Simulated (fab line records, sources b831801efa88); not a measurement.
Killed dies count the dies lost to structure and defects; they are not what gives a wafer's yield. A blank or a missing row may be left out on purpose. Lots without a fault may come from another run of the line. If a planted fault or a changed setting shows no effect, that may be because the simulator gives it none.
A struck lot beside a sound one    flow sky130    44 steps out of a route of 708
Sound: the wafers L242.3, L242.5, L242.6. Wafers struck: L236.2, L236.3, L236.6. The cause comes at the end.
At each step with rows: each side's tool, then ch and its chambers, then its first start. Under that, the readings that differ: sound wafers    struck wafers    difference of the means    sigmas: that difference in standard deviations of wafers without a fault.
alike: readings whose means differ by less than 2 such deviations, and words and numbers that are the same on both sides. not compared: withheld readings, readings that some wafer has no value for, bounds like >300 that may hide the same value, and numbers for which the record gives no deviation and whose values overlap.
Wherever a step has rows on one side only, a row that says differs or no value, or a row with sigmas, the two part there. Numbers that don't overlap but have no deviation are shown without sigmas and don't part them. A reading that every wafer of one side lacks parts them only if that side has two wafers or more.

first, 3 steps without rows for these wafers: SKY_FIELD_ISO_CLEAN_20 (cleans in dHF, time 20 s); SKY_FIELD_ISO_WET_ETCH_21 (etches SiO2 in dHF, target depth 20 nm, time 400 s); SKY_FIELD_ISO_OXIDATION_22 (stabilise 600 s, purge 300 s, target thk 10 nm).
SKY_FIELD_ISO_THK_MEAS_23:
  sound on filmMetro-01 at day 3 14:59; struck on filmMetro-01 at day 2 11:54
  alike: FIELD_ISO_OXIDATION_01_THK
then, 1 step without rows for these wafers: SKY_FIELD_ISO_CVD_24 (deposits SiO2, target thk 595 nm, time 99.2 s).
SKY_FIELD_ISO_THK_MEAS_25:
  sound on filmMetro-02 at day 3 15:07; struck on filmMetro-01 at day 2 12:02
  alike: FIELD_ISO_CVD_24_THK
then, 1 step without rows for these wafers: SKY_FIELD_ISO_ANNEAL_26 (time 1800 s).
SKY_FIELD_ISO_CMP_27: polishes, stops on Si3N4, t overpolish 16 s, target thk 457.8 nm.
  sound on cmp-02 ch 0,3, day 3 16:43; struck on cmp-01 ch 0,2,3, day 2 17:45
  alike: edgeZonePressureFrac, headPressurePsi, motorCurrentA, overpolishRunS, slurryFlowMlMin, timeToEndpointS
then, 4 steps without rows for these wafers: SKY_FIELD_ISO_WET_ETCH_28 (etches SiO2 in dHF, target depth 23.7 nm, time 47 s); SKY_FIELD_ISO_WET_ETCH_29 (etches Si3N4 in H3PO4, target depth 160 nm, time 1825 s); SKY_FIELD_ISO_WET_ETCH_30 (etches SiO2 in dHF, target depth 25 nm, time 50 s); SKY_NWELL_CLEAN_00 (cleans in SC1/SC2, time 150 s).
SKY_NWELL_OXIDATION_01: stabilise 600 s, purge 300 s, target thk 10 nm.
  sound on furnace-02 ch 0, day 3 18:38; struck on furnace-01 ch 0, day 2 23:30
  alike: spikeTcCentreC
SKY_NWELL_THK_MEAS_02:
  sound on filmMetro-03 at day 3 20:03; struck on filmMetro-03 at day 3 00:55
reading                   sound              struck             difference  sigmas
NWELL_OXIDATION_THK (nm)  10.12 10.20 10.13  15.65 15.60 15.90  +5.57       +35
then, 8 steps without rows for these wafers: SKY_DNWELL_DEHYDRATE_00 (time 60 s); SKY_DNWELL_HMDS_01 (prime time 60 s); SKY_DNWELL_COAT_02 (resist thk 3000 nm); SKY_DNWELL_SOFTBAKE_03; SKY_DNWELL_EXPOSE_04 (exposes mask DNM, target cd 3000 nm); SKY_DNWELL_PEB_05; SKY_DNWELL_DEVELOP_06 (develop time 60 s); SKY_DNWELL_IMPLANT_07.
SKY_DNWELL_STRIP_08: strips in O2/N2.
  sound on plasmaAsher-01 ch 0,1, day 4 12:34; struck on plasmaAsher-02 ch 0,1, day 3 13:50
  alike: drypumpMotorCurrentA, o2FlowSccm, oesProductAu, stripTimeToEndpointS
  not compared: rfHoursCounterH
SKY_DNWELL_TW_MEAS_09:
  sound on filmMetro-04 at day 4 12:39; struck on filmMetro-03 at day 3 13:56
  alike: DNWELL_TW
then, 7 steps without rows for these wafers: SKY_PWDE_DEHYDRATE_00 (time 60 s); SKY_PWDE_HMDS_01 (prime time 60 s); SKY_PWDE_COAT_02 (resist thk 3000 nm); SKY_PWDE_SOFTBAKE_03; SKY_PWDE_EXPOSE_04 (exposes mask PWDEM, target cd 840 nm); SKY_PWDE_PEB_05; SKY_PWDE_DEVELOP_06 (develop time 60 s).
SKY_PWDE_OVL_MEAS_07:
  sound on overlay-01 at day 5 05:49; struck on overlay-02 at day 4 05:44
  alike: PWDE_OVL
after that, 1 step had no rows for these wafers: SKY_PWDE_IMPLANT_08.
SKY_PWDE_STRIP_09: strips in O2/N2.
  sound on plasmaAsher-02 ch 0,1, day 5 06:02; struck on plasmaAsher-02 ch 0,1, day 4 05:55
reading                   sound              struck             difference  sigmas
stripTimeToEndpointS (s)  36.90 36.77 36.90  37.09 37.12 37.09  +0.24       +2
  alike: drypumpMotorCurrentA, o2FlowSccm, oesProductAu
  not compared: rfHoursCounterH
SKY_PWDE_TW_MEAS_10:
  sound on filmMetro-04 at day 5 06:08; struck on filmMetro-03 at day 4 06:01
  alike: PWDE_TW
then, 7 steps without rows for these wafers: SKY_NWELL_DEHYDRATE_03 (time 60 s); SKY_NWELL_HMDS_04 (prime time 60 s); SKY_NWELL_COAT_05 (resist thk 3000 nm); SKY_NWELL_SOFTBAKE_06; SKY_NWELL_EXPOSE_07 (exposes mask NWM, target cd 840 nm); SKY_NWELL_PEB_08; SKY_NWELL_DEVELOP_09 (develop time 60 s).
SKY_NWELL_CLEAN_27: cleans in SC1/SC2, time 150 s.
  sound on wetBench-02 ch 0, day 6 20:21; struck on wetBench-02 ch 3, day 5 16:52
reading                                      sound              struck            difference  sigmas
model.SiO2_of_NWELL_OXIDATION_01.thkNm (nm)  9.781 9.809 9.768  15.3 15.26 15.59  +5.6        
  alike: bathHeatDutyPct
-- the record jumps here: 41 days lie between the struck wafers' starts before and after (it left off in module NWELL and takes up again in module PAD_OPEN, whose first step shown is number 708 of the route) --
SKY_PAD_OPEN_PROBE_99:
  sound on prober-01 at day 47 14:42; struck on prober-02 at day 46 10:38
reading                                sound                         struck                        difference  sigmas
model.etest.nfet_16v.rOnOhmUm          1.392e+04 1.41e+04 1.384e+04  1.374e+04 1.37e+04 1.364e+04  -2.600e+02  
model.etest.tipP.rsOhmSq               6692 6760 6715                7163 7109 7135                +413        
model.etest.pfet_01v8.rOnOhmUm         2832 2842 2784                3017 3072 3007                +213        
model.etest.resPwellUnderGate.rsOhmSq  2282 2280 2293                2313 2324 2329                +37         
model.etest.pfet_01v8_mvt.driveUaUm    156.5 154.7 156               139.7 134.6 138.6             -18.1       
model.etest.pfet_01v8.driveUaUm        196.6 195.7 200               185.2 174.5 180.4             -17.4       
model.etest.pfetG5v0d10v5.driveUaUm    335.5 337.1 338.6             329 327.3 328.6               -9          
  alike: killed_at_M0_to_M3, killed_at_M4_up, killedAtContacts, killedAtFrontEnd, killedAtOther, killedDies, killedOpen, killedShort
  not compared: model.etest.pfetG5v0d10v5.rOnOhmUm

WHERE THEY PART
First at SKY_NWELL_THK_MEAS_02; last, within this record, at SKY_PWDE_STRIP_09. Later steps at which nothing parts them and some readings are alike: SKY_PWDE_TW_MEAS_10, SKY_NWELL_CLEAN_27, SKY_PAD_OPEN_PROBE_99.

WHY: whatever the simulator had introduced
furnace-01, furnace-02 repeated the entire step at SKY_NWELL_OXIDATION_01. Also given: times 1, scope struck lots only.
